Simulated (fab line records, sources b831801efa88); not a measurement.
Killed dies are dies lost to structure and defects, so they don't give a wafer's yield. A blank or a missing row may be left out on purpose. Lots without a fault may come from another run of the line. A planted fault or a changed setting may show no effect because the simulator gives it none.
One fault seen from 2 desks | flow sky130 | each desk has only its own numbers; what lay behind them comes last

THE TOOL OWNER'S DESK: litho_track-04
The tool's own readings at SKY_SD_P_COAT_02 (resist thk 1140 nm): means of the sampled wafers that have a number, for each lot that ran on this tool. A lot is out of limits, marked OUT, if its mean lies more than 4 standard deviations from the usual mean; the brackets give that distance.
Columns: A = chill_plate_temp_C at SKY_SD_P_COAT_02, usual 22.99 C
lot  | first seen here | A
L431 | day 25 05:58    | 23.06
L436 | day 27 13:44    | 23.00
L440 | day 28 20:46    | 23.02
L444 | day 30 17:11    | 22.93
L445 | day 30 19:28    | 22.84
This desk's finding: nothing out of limits on any of the 5 lots.

THE METROLOGY DESK
What the gauges read, lot by lot, whatever tool the lot ran on: means of the sampled wafers that have a number. A lot is out of limits, marked OUT, if its mean lies more than 4 standard deviations from the usual mean; the brackets give that distance.
Columns: A = SPACER_CVD_00_THK at SKY_SPACER_THK_MEAS_01, usual 43.0 nm; B = cd_nm at SKY_SD_P_CD_MEAS_07, usual 379.7 nm
lot  | first seen here | A    | B
L429 | day 22 21:43    | 43.5 | 379.2
L430 | day 23 07:21    | 43.5 | 383.5
L431 | day 23 09:47    | 43.9 | 384.3
L434 | day 25 06:46    | 43.3 | 379.6
L435 | day 25 06:46    | 43.4 | 377.2
L436 | day 25 18:28    | 42.4 | 382.0
L437 | day 26 14:04    | 42.9 | 381.0
L440 | day 27 01:53    | 43.0 | 380.0
L443 | day 28 19:58    | 43.1 | 381.1
L444 | day 28 23:35    | 43.3 | 460.9 (+37) OUT
L445 | day 29 01:08    | 42.8 | 460.6 (+37) OUT
L446 | day 29 03:24    | 42.6 | 380.2
L449 | day 29 17:59    | 43.0 | 382.0
L452 | day 30 21:47    | 42.9 | 376.3
This desk's finding: out of limits on L444, L445; first on L444, day 31 07:23 (cd_nm at SKY_SD_P_CD_MEAS_07). In limits: L429, L430, L431, L434, L435, L436, L437, L440, L443, L446, L449, L452.

PUT TOGETHER
The metrology desk could have raised an alarm at day 31 07:23, on L444, L445.
The tool owner's desk saw nothing out of limits.
The tool owner's desk has L444, L445 on record, within its limits.
Of the lots named, all ran SKY_SD_P_COAT_02 on litho_track-04.

WHAT THE SIMULATOR HAD PUT IN
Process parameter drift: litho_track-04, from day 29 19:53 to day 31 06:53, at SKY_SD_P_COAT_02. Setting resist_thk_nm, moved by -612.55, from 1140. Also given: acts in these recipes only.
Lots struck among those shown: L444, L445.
Hours from the fault's start to each desk's first reading out of limits: the metrology desk, 36.
